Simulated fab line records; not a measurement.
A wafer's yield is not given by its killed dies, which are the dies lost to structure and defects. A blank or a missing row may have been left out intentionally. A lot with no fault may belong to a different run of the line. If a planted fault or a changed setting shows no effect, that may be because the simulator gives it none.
Which of the tools did it? -- flow gf180mcu -- 14 lots, 42 wafers sampled, at 4 steps of a route of 602

## WHAT THE GAUGES SHOWED, per wafer
GF_V2_CD_MEAS_14 targets a cd of 260 nm.
lot,measured,on,cd-nm (nm)
L916,day 20 00:23,cd-sem-02,262.5 260.1 260.6
L917,day 20 07:43,cd-sem-02,259.6 259.4 259.9
L918,day 20 16:33,cd-sem-02,261.3 260.9 261.1
L919,day 21 08:27,cd-sem-01,259.2 259.0 260.0
L920,day 21 16:47,cd-sem-01,261.9 262.1 262.0
L921,day 21 23:44,cd-sem-01,259.8 258.4 259.7
L926,day 24 03:51,cd-sem-02,260.4 258.4 259.1
L929,day 25 05:14,cd-sem-02,259.7 259.3 259.3
L930,day 25 10:17,cd-sem-01,258.5 258.8 258.9
L933,day 26 06:33,cd-sem-01,258.1 257.5 257.3
L936,day 27 01:08,cd-sem-01,261.1 259.9 260.2
L937,day 27 09:48,cd-sem-01,260.5 259.9 262.0
L938,day 27 16:10,cd-sem-02,261.2 262.0 261.3
L939,day 27 22:54,cd-sem-01,258.1 258.7 257.9

## TOOL THAT RAN EACH LOT (tool first, then ch and the chambers of the sampled wafers, then the start)
lot,GF_M2_SPUTTER_03,GF_V2_CVD_02,GF_V2_PEB_12
L916,"pvd-sputter-01, day 18 01:07","pecvd-02 ch 0,1, day 19 00:50","litho-track-01 ch 0, day 20 00:02"
L917,"pvd-sputter-02, day 18 07:59","pecvd-03 ch 0,1,2, day 19 07:42","litho-track-02 ch 0, day 20 07:23"
L918,"pvd-sputter-04, day 18 16:25","pecvd-04 ch 1,2, day 19 16:47","litho-track-04 ch 0, day 20 16:12"
L919,"pvd-sputter-04, day 19 07:59","pecvd-03 ch 0,1,2, day 20 08:19","litho-track-02 ch 0, day 21 08:06"
L920,"pvd-sputter-02, day 19 15:32","pecvd-02 ch 0,1, day 20 15:54","litho-track-02 ch 0, day 21 16:28"
L921,"pvd-sputter-01, day 19 23:10","pecvd-03 ch 1,2, day 20 23:30","litho-track-01 ch 0, day 21 23:23"
L926,"pvd-sputter-01, day 22 04:01","pecvd-04 ch 0,1,2, day 23 04:26","litho-track-04 ch 0, day 24 03:30"
L929,"pvd-sputter-04, day 23 07:31","pecvd-04 ch 0,1,2, day 24 06:50","litho-track-01 ch 0, day 25 04:53"
L930,"pvd-sputter-04, day 23 13:10","pecvd-03 ch 1,2, day 24 13:02","litho-track-01 ch 0, day 25 09:58"
L933,"pvd-sputter-01, day 24 10:08","pecvd-04 ch 0,1, day 25 08:40","litho-track-04 ch 0, day 26 06:12"
L936,"pvd-sputter-02, day 25 06:16","pecvd-04 ch 1,2, day 26 04:14","litho-track-02 ch 0, day 27 00:49"
L937,"pvd-sputter-01, day 25 14:18","pecvd-04 ch 0,2, day 26 12:27","litho-track-04 ch 0, day 27 09:27"
L938,"pvd-sputter-04, day 25 22:22","pecvd-02 ch 1,2, day 26 19:35","litho-track-04 ch 0, day 27 15:50"
L939,"pvd-sputter-04, day 26 05:17","pecvd-02 ch 0,1,2, day 27 02:53","litho-track-02 ch 0, day 27 22:33"
- GF_M2_SPUTTER_03: material Ti, target thk 10 nm, time 6.7 s.
- GF_V2_CVD_02: deposits SiO2 from TEOS, target thk 850 nm, time 94.851 s.
- GF_V2_PEB_12: peb time 90 s.

## AS READ BY THE TOOLS THEMSELVES (means over the sampled wafers that have a number; for cases with no such wafer, the mark the record gives instead)
GF_M2_SPUTTER_03.
lot,tool,throttle-valve-pct (%)
L916,pvd-sputter-01,29.9
L917,pvd-sputter-02,29.6
L918,pvd-sputter-04,30.5
L919,pvd-sputter-04,30.5
L920,pvd-sputter-02,30.3
L921,pvd-sputter-01,30.0
L926,pvd-sputter-01,30.1
L929,pvd-sputter-04,29.8
L930,pvd-sputter-04,29.8
L933,pvd-sputter-01,30.1
L936,pvd-sputter-02,29.7
L937,pvd-sputter-01,29.8
L938,pvd-sputter-04,29.2
L939,pvd-sputter-04,29.3

GF_V2_CVD_02.
lot,tool,heater-power-w (W)
L916,pecvd-02,729
L917,pecvd-03,745
L918,pecvd-04,617
L919,pecvd-03,713
L920,pecvd-02,758
L921,pecvd-03,672
L926,pecvd-04,593
L929,pecvd-04,636
L930,pecvd-03,705
L933,pecvd-04,593
L936,pecvd-04,630
L937,pecvd-04,556
L938,pecvd-02,569
L939,pecvd-02,671

GF_V2_PEB_12.
lot,tool,heater-power-total-W (W),resist-line-temp-C (C)
L916,litho-track-01,85.65,23.00
L917,litho-track-02,85.80,22.98
L918,litho-track-04,85.66,22.96
L919,litho-track-02,85.77,23.03
L920,litho-track-02,85.68,22.93
L921,litho-track-01,85.70,23.00
L926,litho-track-04,85.71,22.91
L929,litho-track-01,86.73,23.14
L930,litho-track-01,86.69,22.96
L933,litho-track-04,85.72,22.93
L936,litho-track-02,85.78,23.13
L937,litho-track-04,85.78,23.09
L938,litho-track-04,85.69,22.98
L939,litho-track-02,85.60,23.08

## THE ANSWER, worked out from the rows above alone
Rule: usual is defined by the lots themselves. The widest of any qualifying gaps counts: lots, ordered by their means at a reading, are off when they make up no more than a third of the lots, leave a main group of 4 or more, and stand apart from it by 3 or more times the standard deviation of that group's means. A main group whose means are all the same, to the digits that the tables above print for the reading, isn't used. A lot without any number at a reading at which 4 lots or more have one is off too. The other lots that the step has rows for count as sound. The gauges are gone through in route order, then the tools' own readings, and for those a lot's mean is taken as printed above. At the first step where some lot is off, the reading lying furthest off is the one used; lots without a number count as furthest.
Off at GF_V2_PEB_12 (heater-power-total-W): L929, L930. The main group has a mean of 85.71 W with a standard deviation of 0.059.
A tool fits if, at that step or a process step before it, it ran every lot that is off, and no sound lot after the first of them. One fits: litho-track-01 at GF_V2_PEB_12. Its last sound lot is L921 (day 21 23:23), its first lot that is off L929 (day 25 04:53): a fault that began between those two fits.
On the lots that are off, the tool's own readings at GF_V2_PEB_12 differ by more than 5 times the standard deviation of the sound lots' means, which bears it out; heater-power-total-W reads 86.71 W there versus 85.71 W on the sound lots.

## WHAT THE SIMULATOR HAD INSERTED
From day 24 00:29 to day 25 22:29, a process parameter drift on litho-track-01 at GF_V2_PEB_12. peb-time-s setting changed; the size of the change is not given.
Lots struck among those shown: L929, L930. The rule above reached the same finding.
